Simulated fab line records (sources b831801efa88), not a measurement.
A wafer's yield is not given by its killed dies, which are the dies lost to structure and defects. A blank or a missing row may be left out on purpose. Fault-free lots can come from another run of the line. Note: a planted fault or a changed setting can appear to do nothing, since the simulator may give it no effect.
What tool caused it? || flow gf180mcu || 15 lots, 45 wafers sampled, at 2 steps of a route of 602

## WHAT THE GAUGES SHOWED, per wafer
GF_M3_THK_MEAS_06: measures by xrf.
{"lot": "L457", "measured": "day 20 17:37", "on": "film metro-03", "M3_ALCU_THK (nm)": "448 440 449"}
{"lot": "L459", "measured": "day 21 12:58", "on": "film metro-03", "M3_ALCU_THK (nm)": "448 448 445"}
{"lot": "L460", "measured": "day 22 08:57", "on": "film metro-01", "M3_ALCU_THK (nm)": "448 445 448"}
{"lot": "L461", "measured": "day 22 21:31", "on": "film metro-02", "M3_ALCU_THK (nm)": "441 439 439"}
{"lot": "L469", "measured": "day 25 07:59", "on": "film metro-01", "M3_ALCU_THK (nm)": "441 442 442"}
{"lot": "L470", "measured": "day 25 10:45", "on": "film metro-01", "M3_ALCU_THK (nm)": "437 440 445"}
{"lot": "L471", "measured": "day 25 16:32", "on": "film metro-02", "M3_ALCU_THK (nm)": "454 454 449"}
{"lot": "L472", "measured": "day 26 00:04", "on": "film metro-03", "M3_ALCU_THK (nm)": "444 447 445"}
{"lot": "L473", "measured": "day 26 09:50", "on": "film metro-02", "M3_ALCU_THK (nm)": "450 448 445"}
{"lot": "L474", "measured": "day 26 15:35", "on": "film metro-02", "M3_ALCU_THK (nm)": "434 435 433"}
{"lot": "L475", "measured": "day 26 23:38", "on": "film metro-03", "M3_ALCU_THK (nm)": "454 453 452"}
{"lot": "L476", "measured": "day 27 06:31", "on": "film metro-03", "M3_ALCU_THK (nm)": "444 447 447"}
{"lot": "L477", "measured": "day 27 12:02", "on": "film metro-03", "M3_ALCU_THK (nm)": "439 442 441"}
{"lot": "L478", "measured": "day 27 18:26", "on": "film metro-01", "M3_ALCU_THK (nm)": "446 448 444"}
{"lot": "L479", "measured": "day 28 11:27", "on": "film metro-01", "M3_ALCU_THK (nm)": "440 444 446"}

GF_V3_CD_MEAS_14: the cd target is 260 nm.
{"lot": "L457", "measured": "day 22 18:58", "on": "cd sem-02", "cd nm (nm)": "260.7 259.6 260.1"}
{"lot": "L459", "measured": "day 23 12:20", "on": "cd sem-02", "cd nm (nm)": "259.9 261.5 261.0"}
{"lot": "L460", "measured": "day 24 08:16", "on": "cd sem-02", "cd nm (nm)": "259.9 260.5 259.5"}
{"lot": "L461", "measured": "day 24 19:41", "on": "cd sem-02", "cd nm (nm)": "263.4 262.3 261.2"}
{"lot": "L469", "measured": "day 27 03:25", "on": "cd sem-02", "cd nm (nm)": "260.9 261.4 259.7"}
{"lot": "L470", "measured": "day 27 04:41", "on": "cd sem-01", "cd nm (nm)": "261.0 262.2 261.5"}
{"lot": "L471", "measured": "day 27 11:02", "on": "cd sem-02", "cd nm (nm)": "259.5 259.6 259.2"}
{"lot": "L472", "measured": "day 27 18:35", "on": "cd sem-01", "cd nm (nm)": "261.3 261.8 260.7"}
{"lot": "L473", "measured": "day 28 03:36", "on": "cd sem-01", "cd nm (nm)": "260.5 259.8 260.1"}
{"lot": "L474", "measured": "day 28 08:34", "on": "cd sem-01", "cd nm (nm)": "260.4 260.9 261.9"}
{"lot": "L475", "measured": "day 28 17:02", "on": "cd sem-02", "cd nm (nm)": "261.0 259.8 260.7"}
{"lot": "L476", "measured": "day 28 23:35", "on": "cd sem-02", "cd nm (nm)": "260.6 261.0 261.2"}
{"lot": "L477", "measured": "day 29 04:44", "on": "cd sem-02", "cd nm (nm)": "261.3 261.6 262.5"}
{"lot": "L478", "measured": "day 29 10:30", "on": "cd sem-02", "cd nm (nm)": "259.2 259.0 260.2"}
{"lot": "L479", "measured": "day 30 03:08", "on": "cd sem-01", "cd nm (nm)": "260.4 259.2 261.2"}

## WHAT TOOL EACH LOT RAN ON (gives the tool, then ch and the chambers of the sampled wafers, and finally the start)
The record shows no process step preceding these readings.

## WHAT THE TOOLS THEMSELVES READ (means of the sampled wafers that have a number; where no wafer has one, the mark that the record gives instead)
The record holds no such reading with a usual standard deviation.

## THE ANSWER, worked out from the rows above alone
Rule: the usual values come from the lots themselves. Put in order of their means at a reading, lots are off if they are a third of the lots or fewer, leave a main group of 4 or more, and stand apart from it by a gap of 3 or more times the standard deviation of the main group's means; of several such gaps the widest counts. A main group is skipped when, at the precision printed for the reading in the tables above, its means are all equal. A lot without any number at a reading at which 4 lots or more have one is off too. All remaining lots with rows at the step are treated as sound. The gauges are gone through in route order, then the tools' own readings, and for those a lot's mean is taken as printed above. The first step at which some lot is off is used, and at that step the reading that is off furthest; a lot without a number counts as furthest.
Across all readings shown, no lot is off: no conclusion can be drawn from this.

## WHAT THE SIMULATOR HAD PUT IN
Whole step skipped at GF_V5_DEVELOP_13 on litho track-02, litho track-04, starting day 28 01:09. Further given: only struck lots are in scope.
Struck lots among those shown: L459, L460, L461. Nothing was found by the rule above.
